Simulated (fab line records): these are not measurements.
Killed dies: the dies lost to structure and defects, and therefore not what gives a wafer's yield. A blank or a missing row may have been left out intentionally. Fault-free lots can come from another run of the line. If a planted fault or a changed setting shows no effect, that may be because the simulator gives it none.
Matching of chambers + flow sky130 + rie diel-02 running SKY_LI_CONTACT_ETCH_14: 4 sister chambers
The step etches BARC in N2/H2, stops on SiO2, time 45.9 s, target depth 60 nm. 24 wafers are shown with their chamber, then 12 later ones without.

EACH WAFER AND ITS CHAMBER
| wafer  | chamber | drypump motor current A (A) | oes product au (a.u.) | throttle valve pct (%) |
|--------|---------|-----------------------------|-----------------------|------------------------|
| L075.1 | 1       | 6.3                         | 0.853                 | 13.220                 |
| L075.4 | 2       | 6.0                         | 0.861                 | 13.219                 |
| L075.5 | 2       | 6.0                         | 0.865                 | 13.230                 |
| L076.1 | 0       | 5.8                         | 0.847                 | 13.224                 |
| L076.4 | 2       | 6.0                         | 0.856                 | 13.220                 |
| L076.6 | 0       | 5.9                         | 0.853                 | 13.219                 |
| L080.2 | 0       | 5.9                         | 0.855                 | 13.225                 |
| L080.5 | 2       | 6.0                         | 0.854                 | 13.235                 |
| L080.6 | 3       | 6.0                         | 0.849                 | 13.228                 |
| L081.1 | 3       | 6.0                         | 0.856                 | 13.210                 |
| L081.2 | 0       | 5.8                         | 0.850                 | 13.217                 |
| L081.5 | 2       | 6.0                         | 0.858                 | 13.231                 |
| L083.1 | 0       | 5.8                         | 0.854                 | 13.226                 |
| L083.3 | 2       | 6.0                         | 0.858                 | 13.220                 |
| L083.5 | 1       | 6.3                         | 0.853                 | 13.226                 |
| L085.1 | 0       | 5.9                         | 0.858                 | 13.218                 |
| L085.2 | 2       | 6.0                         | 0.865                 | 13.223                 |
| L085.3 | 3       | 6.0                         | 0.857                 | 13.223                 |
| L086.1 | 1       | 6.3                         | 0.854                 | 13.230                 |
| L086.4 | 3       | 6.0                         | 0.858                 | 13.221                 |
| L086.6 | 2       | 6.0                         | 0.855                 | 13.234                 |
| L087.3 | 1       | 6.3                         | 0.855                 | 13.226                 |
| L087.5 | 0       | 5.8                         | 0.859                 | 13.219                 |
| L087.6 | 1       | 6.3                         | 0.853                 | 13.223                 |

SIGNATURES, as means of the wafers listed above
| reading                 | chamber 0 | chamber 1 | chamber 2 | chamber 3 | scatter within a chamber |
|-------------------------|-----------|-----------|-----------|-----------|--------------------------|
| drypump motor current A | 5.843     | 6.300     | 6.000     | 6.000     | 0.0293                   |
| oes product au          | 0.85371   | 0.85360   | 0.85900   | 0.85500   | 0.0038                   |
| throttle valve pct      | 13.22114  | 13.22500  | 13.22650  | 13.22050  | 0.00559                  |
Rule: a wafer lies at a distance from a chamber equal to the root of the sum of squares, over the readings, of (its reading less the chamber's mean, divided by the reading's scatter). If the next closest chamber is less than 2 further off than the closest, the wafer can't be placed; otherwise it belongs to the closest. The scatter: the root of (the sum of the squares of (reading less its chamber's mean) over the shown wafers, divided by (wafers less chambers)).

WAFERS WITHOUT THEIR CHAMBER
| wafer  | drypump motor current A (A) | oes product au (a.u.) | throttle valve pct (%) |
|--------|-----------------------------|-----------------------|------------------------|
| L089.2 | 6.3                         | 0.856                 | 13.226                 |
| L089.3 | 6.0                         | 0.861                 | 13.221                 |
| L089.6 | 6.0                         | 0.856                 | 13.210                 |
| L091.1 | 6.0                         | 0.861                 | 13.214                 |
| L091.5 | 6.3                         | 0.849                 | 13.216                 |
| L091.6 | 6.0                         | 0.860                 | 13.212                 |
| L093.3 | 6.3                         | 0.853                 | 13.231                 |
| L093.4 | 6.0                         | 0.847                 | 13.238                 |
| L093.6 | 6.0                         | 0.851                 | 13.227                 |
| L097.1 | 5.9                         | 0.849                 | 13.229                 |
| L097.2 | 6.0                         | 0.854                 | 13.217                 |
| L097.4 | 5.8                         | 0.852                 | 13.215                 |

THE CHAMBER EACH PASSED THROUGH
| wafer  | from the rows above          | in truth |
|--------|------------------------------|----------|
| L089.2 | 1                            | 1        |
| L089.3 | can't be placed: 2 or 3      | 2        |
| L089.6 | can't be placed: 3 or 2      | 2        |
| L091.1 | can't be placed: 3 or 2      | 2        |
| L091.5 | 1                            | 1        |
| L091.6 | can't be placed: 3 or 2      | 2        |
| L093.3 | 1                            | 1        |
| L093.4 | can't be placed: 2 or 3      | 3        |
| L093.6 | can't be placed: 3 or 2      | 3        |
| L097.1 | can't be placed: 0 or 3 or 2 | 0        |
| L097.2 | can't be placed: 3 or 2      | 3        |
| L097.4 | 0                            | 0        |
Placed correctly: 4 of 12. From these rows, 8 cannot be placed; in 8 the true chamber is one of the candidates. 0 placed wrongly.
